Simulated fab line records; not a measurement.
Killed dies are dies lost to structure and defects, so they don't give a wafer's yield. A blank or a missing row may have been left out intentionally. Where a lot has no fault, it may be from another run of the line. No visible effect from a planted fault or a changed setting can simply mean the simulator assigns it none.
2 desks, one fault -- flow sky130 -- each desk holds nothing but its own numbers, with what lay behind them at the end

## FROM THE METROLOGY DESK
What the gauges read, lot by lot, whatever tool the lot ran on: means of the sampled wafers that have a number. A lot is out of limits, marked OUT, if its mean lies more than 4 standard deviations from the usual mean; the brackets give that distance.
Columns: A = CAPM_TIN_THK at SKY_CAPM_THK_MEAS_04, usual 209.0 nm; B = METAL3_OVL at SKY_METAL3_OVL_MEAS_14, usual 1 nm
lot,first seen here,A,B
L211,day 38 04:55,208.5,3
L210,day 38 05:38,210.5,2
L214,day 38 06:31,208.0,-2
L212,day 38 06:55,205.8,3
L216,day 38 07:18,211.0,-2
L217,day 39 06:26,208.0,3
L219,day 40 09:13,209.9,-1
L224,day 41 07:46,208.6,3
L225,day 41 08:07,212.5,-1
L226,day 41 12:00,208.7,6
L230,day 42 16:49,208.5,0
L231,day 42 17:25,207.4,8
This desk found nothing out of limits on any of the 12 lots.

## DESK OF THE TOOL OWNER: pvdSputter-01
At SKY_METAL5_SPUTTER_04 (material TiN, target thk 70 nm, time 58.3 s) the tool's own readings: per lot run on this tool, the mean of the sampled wafers that have a number. A lot is out of limits, marked OUT, if its mean lies more than 4 standard deviations from the usual mean; the brackets give that distance.
Columns: A = chamberPressurePa at SKY_METAL5_SPUTTER_04, usual 0.3999 Pa; B = throttleValvePct at SKY_METAL5_SPUTTER_04, usual 30.0 %
lot,first seen here,A,B
L212,day 44 15:08,0.4001,28.9
L216,day 44 15:45,0.3996,29.5
L217,day 45 10:38,0.4001,28.7
L219,day 46 09:37,0.3994,29.8
L226,day 47 10:03,0.3755 (-29) OUT,30.2
L230,day 48 10:42,0.3765 (-28) OUT,30.6
This desk's finding: out of limits on L226, L230; first on L226, day 47 10:03 (chamberPressurePa at SKY_METAL5_SPUTTER_04). L212, L216, L217, L219 stayed within limits.

## PUT TOGETHER
The tool owner's desk had the chance to raise an alarm at day 47 10:03 on L226, L230.
Metrology desk: nothing out of limits seen.
The metrology desk holds a record of L226, L230, inside its limits.
All the named lots went through SKY_METAL5_SPUTTER_04 on pvdSputter-01.

## WHAT WAS PUT IN BY THE SIMULATOR
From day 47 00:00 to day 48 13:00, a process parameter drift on pvdSputter-01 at SKY_METAL5_SPUTTER_04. The setting chamberPressurePa was moved by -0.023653, starting from 0.4. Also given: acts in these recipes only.
Lots struck among those shown: L226, L230.
Each desk's first reading out of limits, in hours after the fault started: the tool owner's desk, 10.
